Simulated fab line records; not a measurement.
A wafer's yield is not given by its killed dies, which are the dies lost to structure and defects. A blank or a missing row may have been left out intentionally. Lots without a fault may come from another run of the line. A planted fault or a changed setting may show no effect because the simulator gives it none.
What tool caused it? | flow gf180mcu | Sampling: 24 lots, 72 wafers, 6 of 602 route steps

== WHAT THE GAUGES SHOWED, per wafer ==
GF_V1_CD_MEAS_14: target cd 260 nm. Usual: cd-nm reads 260.3 nm (standard deviation 1.3).
lot  | measured     | on        | cd-nm (nm)        | flag
L074 | day 18 04:35 | cd-sem-02 | 260.9 260.4 259.9 |
L075 | day 18 14:58 | cd-sem-02 | 260.2 260.9 261.0 |
L076 | day 18 23:25 | cd-sem-01 | 258.6 259.7 259.4 |
L077 | day 19 07:29 | cd-sem-02 | 261.4 260.4 261.2 |
L078 | day 19 21:38 | cd-sem-01 | 261.5 261.5 261.4 |
L079 | day 20 02:17 | cd-sem-02 | 259.6 260.5 259.9 |
L080 | day 20 12:25 | cd-sem-02 | 259.4 258.3 260.2 |
L081 | day 21 00:32 | cd-sem-01 | 260.0 261.0 260.7 |
L082 | day 21 07:21 | cd-sem-01 | 260.1 260.4 260.3 |
L083 | day 21 15:07 | cd-sem-01 | 258.4 259.1 258.7 |
L084 | day 22 06:16 | cd-sem-01 | 260.7 260.0 260.3 |
L085 | day 22 11:28 | cd-sem-01 | 259.9 259.5 260.2 |
L086 | day 22 13:53 | cd-sem-02 | 259.1 258.1 257.1 |
L087 | day 22 20:16 | cd-sem-01 | 260.8 261.1 262.5 |
L088 | day 23 09:07 | cd-sem-02 | 263.7 261.7 263.8 |
L089 | day 23 16:32 | cd-sem-01 | 261.4 259.8 260.7 |
L090 | day 24 07:02 | cd-sem-02 | 258.8 258.9 258.1 |
L091 | day 24 22:43 | cd-sem-02 | 258.1 259.2 258.2 |
L092 | day 25 11:34 | cd-sem-01 | 262.6 260.8 260.2 |
L094 | day 25 15:35 | cd-sem-01 | 261.3 261.8 261.2 |
L093 | day 25 16:14 | cd-sem-02 | 260.6 261.9 260.9 |
L095 | day 25 18:24 | cd-sem-01 | 261.0 260.5 261.5 |
L096 | day 26 09:05 | cd-sem-02 | 260.6 260.1 259.9 |
L097 | day 26 12:20 | cd-sem-02 | 261.7 261.3 262.3 |

GF_TOP_METAL_CD_MEAS_14: target cd 440 nm. Usual: cd-nm reads 440.4 nm (standard deviation 2.5).
lot  | measured     | on        | cd-nm (nm)        | flag
L074 | day 28 06:34 | cd-sem-01 | 437.6 439.3 437.0 |
L075 | day 28 14:41 | cd-sem-01 | 444.0 441.7 440.8 |
L076 | day 29 04:33 | cd-sem-01 | 441.1 438.7 438.9 |
L077 | day 29 04:49 | cd-sem-02 | 439.4 438.4 437.3 |
L078 | day 29 16:14 | cd-sem-02 | 440.6 441.3 441.6 |
L079 | day 29 18:38 | cd-sem-02 | 444.6 440.1 440.6 |
L080 | day 30 02:04 | cd-sem-01 | 440.0 437.9 440.1 |
L081 | day 30 13:29 | cd-sem-01 | 439.1 438.5 437.8 |
L082 | day 30 15:53 | cd-sem-02 | 439.6 442.8 440.3 |
L083 | day 31 00:56 | cd-sem-02 | 446.9 448.3 447.2 |
L084 | day 31 10:05 | cd-sem-01 | 440.0 439.6 439.7 |
L085 | day 31 13:37 | cd-sem-01 | 440.6 439.3 437.7 |
L086 | day 31 17:16 | cd-sem-01 | 440.8 442.6 439.2 |
L087 | day 31 20:08 | cd-sem-01 | 442.7 443.9 444.5 |
L088 | day 32 06:37 | cd-sem-02 | 441.9 440.7 441.1 |
L089 | day 32 11:52 | cd-sem-02 | 440.8 441.4 443.7 |
L090 | day 33 00:14 | cd-sem-01 | 438.4 440.2 436.9 |
L091 | day 33 08:34 | cd-sem-01 | 445.1 442.9 444.4 |
L092 | day 33 20:58 | cd-sem-01 | 439.3 438.1 438.9 |
L094 | day 33 21:05 | cd-sem-02 | 439.7 436.5 439.0 |
L093 | day 33 22:53 | cd-sem-02 | 440.8 440.1 440.0 |
L095 | day 33 23:44 | cd-sem-01 | 439.6 437.8 437.0 |
L096 | day 34 13:04 | cd-sem-02 | 441.1 439.7 442.0 |
L097 | day 34 13:22 | cd-sem-01 | 437.0 438.4 435.7 |

== WHICH TOOL RAN EACH LOT (tool, then ch and the chambers of the sampled wafers, then the start) ==
lot  | GF_V1_ETCH_16                      | GF_M4_STRIP_17                       | GF_V4_ETCH_17                                 | GF_TOP_METAL_SPUTTER_02
L074 | rie-diel-02 ch 0,3, day 18 04:43   | plasma-asher-03 ch 0,1, day 23 12:26 | rie-diel-01 ch 0,3, day 27 10:28 or earlier   | pvd-sputter-04, day 27 10:28
L075 | rie-diel-01 ch 0,1,2, day 18 15:07 | plasma-asher-03 ch 0,1, day 23 21:44 | rie-diel-01 ch 0,2,3, day 27 18:46 or earlier | pvd-sputter-04, day 27 18:46
L076 | rie-diel-03 ch 0,1,3, day 18 23:33 | plasma-asher-02 ch 0,1, day 24 08:50 | rie-diel-01 ch 0,2,3, day 28 09:12 or earlier | pvd-sputter-01, day 28 09:12
L077 | rie-diel-03 ch 1,2, day 19 07:37   | plasma-asher-03 ch 0, day 24 13:50   | rie-diel-01 ch 0,1, day 28 09:30 or earlier   | pvd-sputter-02, day 28 09:30
L078 | rie-diel-01 ch 1,3, day 19 21:45   | plasma-asher-02 ch 0,1, day 25 03:38 | rie-diel-04 ch 0,1, day 28 20:46 or earlier   | pvd-sputter-04, day 28 20:46
L079 | rie-diel-01 ch 0,2,3, day 20 02:27 | plasma-asher-04 ch 0,1, day 25 06:20 | rie-diel-04 ch 0,2, day 28 23:52 or earlier   | pvd-sputter-04, day 28 23:52
L080 | rie-diel-01 ch 0,1,2, day 20 12:33 | plasma-asher-03 ch 0,1, day 25 15:17 | rie-diel-03 ch 0,1,2, day 29 07:39 or earlier | pvd-sputter-02, day 29 07:39
L081 | rie-diel-01 ch 1,2, day 21 00:39   | plasma-asher-02 ch 0,1, day 26 03:38 | rie-diel-04 ch 1,2,3, day 29 18:38 or earlier | pvd-sputter-02, day 29 18:38
L082 | rie-diel-03 ch 1,2,3, day 21 07:28 | plasma-asher-03 ch 0,1, day 26 07:38 | rie-diel-03 ch 0,1,2, day 29 21:49 or earlier | pvd-sputter-02, day 29 21:49
L083 | rie-diel-01 ch 0,2,3, day 21 15:16 | plasma-asher-03 ch 0,1, day 26 15:56 | rie-diel-04 ch 0,1,2, day 30 06:31 or earlier | pvd-sputter-01, day 30 06:31
L084 | rie-diel-01 ch 0,2, day 22 06:25   | plasma-asher-03 ch 0,1, day 27 04:29 | rie-diel-03 ch 0,1,3, day 30 16:19 or earlier | pvd-sputter-01, day 30 16:19
L085 | rie-diel-01 ch 1,2, day 22 11:37   | plasma-asher-04 ch 0,1, day 27 09:05 | rie-diel-04 ch 0,3, day 30 20:10 or earlier   | pvd-sputter-01, day 30 20:10
L086 | rie-diel-02 ch 0,1,2, day 22 14:01 | plasma-asher-04 ch 0,1, day 27 11:58 | rie-diel-04 ch 0,1,2, day 30 23:28 or earlier | pvd-sputter-01, day 30 23:28
L087 | rie-diel-02 ch 1,2,3, day 22 20:25 | plasma-asher-02 ch 0,1, day 27 17:16 | rie-diel-03 ch 0,1,2, day 31 02:25 or earlier | pvd-sputter-01, day 31 02:25
L088 | rie-diel-01 ch 0,1,2, day 23 09:16 | plasma-asher-02 ch 0,1, day 28 04:38 | rie-diel-01 ch 0,3, day 31 14:00 or earlier   | pvd-sputter-04, day 31 14:00
L089 | rie-diel-02 ch 0,1,3, day 23 16:40 | plasma-asher-02 ch 0,1, day 28 11:32 | rie-diel-03 ch 1,2, day 31 20:25 or earlier   | pvd-sputter-02, day 31 20:25
L090 | rie-diel-02 ch 1,2,3, day 24 07:10 | plasma-asher-04 ch 0,1, day 29 00:38 | rie-diel-03 ch 0,1, day 32 07:46 or earlier   | pvd-sputter-02, day 32 07:46
L091 | rie-diel-03 ch 1,2, day 24 22:52   | plasma-asher-04 ch 0,1, day 29 11:44 | rie-diel-03 ch 0,2, day 32 16:37 or earlier   | pvd-sputter-02, day 32 16:37
L092 | rie-diel-03 ch 1,3, day 25 11:43   | plasma-asher-04 ch 1, day 30 00:56   | rie-diel-01 ch 0,2,3, day 33 04:51 or earlier | pvd-sputter-01, day 33 04:51
L094 | rie-diel-02 ch 0,1,3, day 25 15:44 | plasma-asher-04 ch 0,1, day 30 03:47 | rie-diel-03 ch 1,2, day 33 05:39 or earlier   | pvd-sputter-02, day 33 05:39
L093 | rie-diel-03 ch 0,1,3, day 25 16:23 | plasma-asher-03 ch 0,1, day 30 04:38 | rie-diel-04 ch 0,2,3, day 33 07:02 or earlier | pvd-sputter-02, day 33 07:02
L095 | rie-diel-03 ch 0,1, day 25 18:31   | plasma-asher-04 ch 0,1, day 30 06:11 | rie-diel-01 ch 0,2,3, day 33 07:55 or earlier | pvd-sputter-01, day 33 07:55
L096 | rie-diel-01 ch 0,1,2, day 26 09:13 | plasma-asher-03 ch 0, day 30 19:47   | rie-diel-01 ch 0,2,3, day 33 21:22 or earlier | pvd-sputter-01, day 33 21:22
L097 | rie-diel-01 ch 1,3, day 26 12:28   | plasma-asher-04 ch 0,1, day 30 22:23 | rie-diel-01 ch 0,1,3, day 33 21:41 or earlier | pvd-sputter-04, day 33 21:41
- GF_V1_ETCH_16: etches BARC in N2/H2.
- GF_M4_STRIP_17: strips in O2/N2.
- GF_V4_ETCH_17: etches SiO2 in C4F8/O2/Ar, stops on TiN, target depth 630 nm.
- GF_TOP_METAL_SPUTTER_02: material AlCu, target thk 900 nm, time 47.82 s.

== WHAT THE TOOLS THEMSELVES READ (means of the sampled wafers that have a number; where no wafer has one, the mark that the record gives instead) ==
GF_V1_ETCH_16. Usual: drypump-motor-current-A 5.6 A, standard deviation 0.42; h2-flow-sccm 200.0 sccm, standard deviation 0.6; oes-product-au 0.856 a.u., standard deviation 0.0048; throttle-valve-pct 13.224 %, standard deviation 0.0091.
lot  | tool        | drypump-motor-current-A (A) | h2-flow-sccm (sccm) | oes-product-au (a.u.) | throttle-valve-pct (%) | flag
L074 | rie-diel-02 | 5.8                         | 199.5               | 0.859                 | 13.227                 |
L075 | rie-diel-01 | 5.8                         | 200.1               | 0.856                 | 13.218                 |
L076 | rie-diel-03 | 5.6                         | 200.8               | 0.852                 | 13.223                 |
L077 | rie-diel-03 | 5.4                         | 200.8               | 0.856                 | 13.231                 |
L078 | rie-diel-01 | 5.6                         | 200.5               | 0.857                 | 13.229                 |
L079 | rie-diel-01 | 5.5                         | 200.5               | 0.860                 | 13.219                 |
L080 | rie-diel-01 | 5.8                         | 200.3               | 0.854                 | 13.222                 |
L081 | rie-diel-01 | 6.0                         | 200.0               | 0.856                 | 13.217                 |
L082 | rie-diel-03 | 5.2                         | 198.9               | 0.859                 | 13.229                 |
L083 | rie-diel-01 | 5.5                         | 199.4               | 0.859                 | 13.219                 |
L084 | rie-diel-01 | 5.7                         | 200.1               | 0.856                 | 13.221                 |
L085 | rie-diel-01 | 6.0                         | 200.0               | 0.859                 | 13.223                 |
L086 | rie-diel-02 | 5.6                         | 200.0               | 0.859                 | 13.230                 |
L087 | rie-diel-02 | 5.6                         | 199.3               | 0.856                 | 13.215                 |
L088 | rie-diel-01 | 5.8                         | 200.0               | 0.856                 | 13.236                 |
L089 | rie-diel-02 | 5.7                         | 199.6               | 0.858                 | 13.224                 |
L090 | rie-diel-02 | 5.6                         | 200.2               | 0.860                 | 13.225                 |
L091 | rie-diel-03 | 5.4                         | 199.9               | 0.858                 | 13.219                 |
L092 | rie-diel-03 | 5.0                         | 199.7               | 0.856                 | 13.220                 |
L094 | rie-diel-02 | 5.7                         | 199.5               | 0.854                 | 13.212                 |
L093 | rie-diel-03 | 5.6                         | 200.0               | 0.857                 | 13.237                 |
L095 | rie-diel-03 | 5.7                         | 200.7               | 0.854                 | 13.220                 |
L096 | rie-diel-01 | 5.8                         | 199.6               | 0.856                 | 13.223                 |
L097 | rie-diel-01 | 5.6                         | 200.2               | 0.854                 | 13.228                 |

GF_M4_STRIP_17. Usual: drypump-motor-current-A 5.6 A, standard deviation 0.32; heater-power-w 336 W, standard deviation 35; oes-product-au 0.537 a.u., standard deviation 0.0048; strip-time-to-endpoint-s 7.37 s, standard deviation 0.044.
lot  | tool            | drypump-motor-current-A (A) | heater-power-w (W) | oes-product-au (a.u.) | strip-time-to-endpoint-s (s) | flag
L074 | plasma-asher-03 | 5.4                         | 319                | 0.537                 | 7.35                         |
L075 | plasma-asher-03 | 5.2                         | 327                | 0.537                 | 7.40                         |
L076 | plasma-asher-02 | 5.5                         | 326                | 0.538                 | 7.40                         |
L077 | plasma-asher-03 | 5.5                         | 305                | 0.531                 | 7.34                         |
L078 | plasma-asher-02 | 5.5                         | 322                | 0.535                 | 7.37                         |
L079 | plasma-asher-04 | 5.9                         | 344                | 0.537                 | 7.39                         |
L080 | plasma-asher-03 | 5.4                         | 317                | 0.531                 | 7.36                         |
L081 | plasma-asher-02 | 5.5                         | 326                | 0.538                 | 7.36                         |
L082 | plasma-asher-03 | 5.2                         | 325                | 0.538                 | 7.38                         |
L083 | plasma-asher-03 | 5.3                         | 328                | 0.534                 | 7.29                         |
L084 | plasma-asher-03 | 5.4                         | 315                | 0.533                 | 7.36                         |
L085 | plasma-asher-04 | 5.8                         | 374                | 0.539                 | 7.47                         |
L086 | plasma-asher-04 | 5.8                         | 368                | 0.536                 | 7.31                         |
L087 | plasma-asher-02 | 5.5                         | 328                | 0.537                 | 7.33                         |
L088 | plasma-asher-02 | 5.5                         | 332                | 0.541                 | 7.40                         |
L089 | plasma-asher-02 | 5.6                         | 333                | 0.537                 | 7.40                         |
L090 | plasma-asher-04 | 5.9                         | 346                | 0.538                 | 7.40                         |
L091 | plasma-asher-04 | 5.8                         | 368                | 0.535                 | 7.38                         |
L092 | plasma-asher-04 | 5.7                         | 406                | 0.535                 | 7.39                         |
L094 | plasma-asher-04 | 5.8                         | 367                | 0.541                 | 7.39                         |
L093 | plasma-asher-03 | 5.2                         | 329                | 0.536                 | 7.33                         |
L095 | plasma-asher-04 | 6.0                         | 343                | 0.531                 | 7.32                         |
L096 | plasma-asher-03 | 5.5                         | 306                | 0.534                 | 7.36                         |
L097 | plasma-asher-04 | 5.8                         | 370                | 0.535                 | 7.35                         |

GF_V4_ETCH_17. Usual: oes-product-au reads 0.856 a.u. (standard deviation 0.005).
lot  | tool        | oes-product-au (a.u.) | flag
L074 | rie-diel-01 | 0.855                 |
L075 | rie-diel-01 | 0.853                 |
L076 | rie-diel-01 | 0.857                 |
L077 | rie-diel-01 | 0.855                 |
L078 | rie-diel-04 | 0.857                 |
L079 | rie-diel-04 | 0.863                 |
L080 | rie-diel-03 | 0.857                 |
L081 | rie-diel-04 | 0.860                 |
L082 | rie-diel-03 | 0.856                 |
L083 | rie-diel-04 | 0.863                 |
L084 | rie-diel-03 | 0.854                 |
L085 | rie-diel-04 | 0.853                 |
L086 | rie-diel-04 | 0.853                 |
L087 | rie-diel-03 | 0.856                 |
L088 | rie-diel-01 | 0.852                 |
L089 | rie-diel-03 | 0.854                 |
L090 | rie-diel-03 | 0.854                 |
L091 | rie-diel-03 | 0.859                 |
L092 | rie-diel-01 | 0.860                 |
L094 | rie-diel-03 | 0.852                 |
L093 | rie-diel-04 | 0.859                 |
L095 | rie-diel-01 | 0.856                 |
L096 | rie-diel-01 | 0.860                 |
L097 | rie-diel-01 | 0.857                 |

GF_TOP_METAL_SPUTTER_02. Usual: throttle-valve-pct reads 29.6 % (standard deviation 0.84).
lot  | tool           | throttle-valve-pct (%) | flag
L074 | pvd-sputter-04 | 28.8                   |
L075 | pvd-sputter-04 | 30.2                   |
L076 | pvd-sputter-01 | 29.9                   |
L077 | pvd-sputter-02 | 29.2                   |
L078 | pvd-sputter-04 | 29.8                   |
L079 | pvd-sputter-04 | 29.1                   |
L080 | pvd-sputter-02 | 29.6                   |
L081 | pvd-sputter-02 | 29.4                   |
L082 | pvd-sputter-02 | 29.3                   |
L083 | pvd-sputter-01 | 29.9                   |
L084 | pvd-sputter-01 | 30.8                   |
L085 | pvd-sputter-01 | 28.9                   |
L086 | pvd-sputter-01 | 29.0                   |
L087 | pvd-sputter-01 | 29.3                   |
L088 | pvd-sputter-04 | 29.0                   |
L089 | pvd-sputter-02 | 29.9                   |
L090 | pvd-sputter-02 | 29.2                   |
L091 | pvd-sputter-02 | 29.7                   |
L092 | pvd-sputter-01 | 30.5                   |
L094 | pvd-sputter-02 | 29.6                   |
L093 | pvd-sputter-02 | 29.7                   |
L095 | pvd-sputter-01 | 30.7                   |
L096 | pvd-sputter-01 | 29.7                   |
L097 | pvd-sputter-04 | 29.0                   |

== THE ANSWER, worked out from the rows above alone ==
Rule: a lot counts as off when the mean over its wafers that have a number is more than 3 standard deviations away from the usual mean. Also off: a lot with no number at a reading for which 4 or more lots have one. The other lots that the step has rows for count as sound. First the gauges in route order, then the tools' own readings, where a lot's mean is used as printed above. At the first step where some lot is off, the reading lying furthest off is the one used; lots without a number count as furthest.
None of the lots is off at any reading shown; this tells nothing.

== WHAT THE SIMULATOR PUT IN ==
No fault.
